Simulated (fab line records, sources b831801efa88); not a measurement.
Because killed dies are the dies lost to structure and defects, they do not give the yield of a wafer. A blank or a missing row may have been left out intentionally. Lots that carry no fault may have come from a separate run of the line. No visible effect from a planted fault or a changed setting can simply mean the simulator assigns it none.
Struck lot and sound lot, side by side ; flow sky130 ; 34 out of 708 route steps
Sound: wafers L336.1, L336.2, L336.5. Struck: wafers L326.4, L326.6. (L326.3 of the same lot was not struck and is left out.) The cause comes at the end.
For every step that has rows: the tool of each side, followed by ch and its chambers, followed by its first start. Under that, the readings that differ: sound wafers ; struck wafers ; difference of the means ; sigmas: that difference in standard deviations of wafers without a fault.
alike: words and numbers the same on both sides, and readings whose means are apart by under 2 such deviations; not compared: readings that were withheld, readings missing a value for some wafer, numbers with overlapping values and no deviation given by the record, and bounds like >300 which may hide the same value.
The two part at a step that has a row with sigmas, a row that says differs or no value, or rows on one side only. Numbers that don't overlap but have no deviation are shown without sigmas and don't part them. Lack of a reading on every wafer of one side parts them only where that side has two or more wafers.

first, 8 steps without rows for these wafers: SKY_LOCAL_INTERCONNECT_ETCH_13 (etches BARC in N2/H2, stops on SiO2, time 45.9 s, target depth 60 nm); SKY_LOCAL_INTERCONNECT_METAL_ETCH_14 (etches TiN in Cl2/BCl3, stops on PSG, target depth 110 nm, time 31.4 s); SKY_LOCAL_INTERCONNECT_STRIP_15 (strips in O2/N2); SKY_LOCAL_INTERCONNECT_STRIP_16 (strips in post etch residue remover, time 1200 s); SKY_LOCAL_INTERCONNECT_CLEAN_17 (cleans in IPA, time 180 s); SKY_LOCAL_INTERCONNECT_CLEAN_18 (cleans in O3/DIW); SKY_CONTACT_CVD_00 (deposits Si3N4, target thk 75 nm); SKY_CONTACT_HDPCVD_02 (deposits SiO2, target thk 565 nm, time 94.2 s).
SKY_CONTACT_CMP_04: polishes SiO2.
  sound on cmp-01 ch 1,3, day 35 14:55; struck on cmp-01 ch 0,3, day 32 21:17
reading;sound;struck;difference;sigmas
time-to-endpoint-s (s);79 77 77;101 106;+26;+7
model.SiO2_of_CONTACT_HDPCVD_02.thk-nm (nm);340.1 339.8 339.9;413.2 415.8;+74.6;
  alike: motor-current-A
then, 9 steps without rows for these wafers: SKY_CONTACT_DEHYDRATE_06 (time 60 s); SKY_CONTACT_HMDS_07 (prime time 60 s); SKY_CONTACT_COAT_08 (resist thk 60 nm); SKY_CONTACT_COAT_09 (resist thk 444.3 nm); SKY_CONTACT_SOFTBAKE_10 (time 90 s); SKY_CONTACT_EXPOSE_11 (exposes mask CTM1, target cd 170 nm); SKY_CONTACT_PEB_12; SKY_CONTACT_DEVELOP_13 (develop time 60 s); SKY_CONTACT_ETCH_16 (etches BARC in N2/H2, stops on SiO2, time 45.9 s, target depth 60 nm).
SKY_CONTACT_ETCH_17: etches SiO2 in C4F8/O2/Ar, stops on Si3N4, target depth 340 nm.
  sound on rie-diel-01 ch 0,1,2, day 36 16:47; struck on rie-diel-04 ch 2,3, day 33 23:59
reading;sound;struck;difference;sigmas
oes-product-au (a.u.);0.894 0.890 0.891;0.993 0.999;+0.104;+23
model.etch.depth-nm (nm);340.1 339.8 339.9;411.4 412.3;+71.9;
model.CONTACT.feature-depth-nm (nm);340.1 339.8 339.9;411.4 412.3;+71.9;
then, 13 steps without rows for these wafers: SKY_CONTACT_ETCH_18 (etches Si3N4 in CHF3/O2, stops on TiN, time 39 s, target depth 75 nm); SKY_CONTACT_STRIP_19 (strips in O2/N2); SKY_CONTACT_STRIP_20 (strips in post etch residue remover, time 1200 s); SKY_CONTACT_CLEAN_21 (cleans in IPA, time 180 s); SKY_CONTACT_CLEAN_22 (cleans in O3/DIW); SKY_CONTACT_SPUTTER_23 (material TiN, target thk 20 nm, time 80 s); SKY_CONTACT_CVD_24 (deposits W, target thk 340 nm, time 102.12 s); SKY_CONTACT_CMP_27 (polishes, stops on SiO2, t overpolish 15 s, target thk 0 nm); SKY_METAL1_SPUTTER_00 (material Ti, target thk 15 nm, time 10 s); SKY_METAL1_SPUTTER_01 (material TiN, target thk 20 nm, time 16.7 s); SKY_METAL1_SPUTTER_02 (material AlCu, target thk 250 nm, time 13.3 s); SKY_METAL1_SPUTTER_03 (material Ti, target thk 5 nm, time 3.175 s); SKY_METAL1_SPUTTER_04 (material TiN, target thk 70 nm, time 58.3 s).
SKY_METAL1_METAL_ETCH_19: etches the open film in Cl2/BCl3, stops on SiO2, target depth 360 nm, time 78 s.
  sound on rie-metal-03 ch 0,1, day 37 20:59; struck on rie-metal-02 ch 1, day 35 02:47
reading;sound;struck;difference;sigmas
model.SiO2_of_CONTACT_HDPCVD_02.thk-nm (nm);325.8 325.6 325.7;399.2 401.8;+74.8;
  alike: drypump-motor-current-A, oes-product-au, throttle-valve-pct
  not compared: rf-hours-counter-h
-- the record jumps here: 12 days lie between the struck wafers' starts before and after (it left off in module METAL1 and takes up again in module PAD_OPEN, whose first step shown is number 708 of the route) --
SKY_PAD_OPEN_PROBE_99:
  struck on prober-02, day 47 08:10; sound on prober-02, day 49 11:40
reading;sound;struck;difference;sigmas
killed-at-contacts;24 22 28;129 72;+76;+16
killed-dies;72 75 77;183 140;+87;+9
model.etest.mcon-chain.rc-ohm;17.09 17.29 17.39;23.09 24.05;+6.31;
  alike: killed_at_M0_to_M3, killed_at_M4_up, killed-at-front-end, killed-at-other, killed-open, killed-short

== WHERE THEY PART ==
First at SKY_CONTACT_CMP_04; last, within this record, at SKY_PAD_OPEN_PROBE_99.

WHY: what had been put in by the simulator
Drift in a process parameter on cmp-01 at SKY_CONTACT_CMP_04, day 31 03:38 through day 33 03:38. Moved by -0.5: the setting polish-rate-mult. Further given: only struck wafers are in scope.
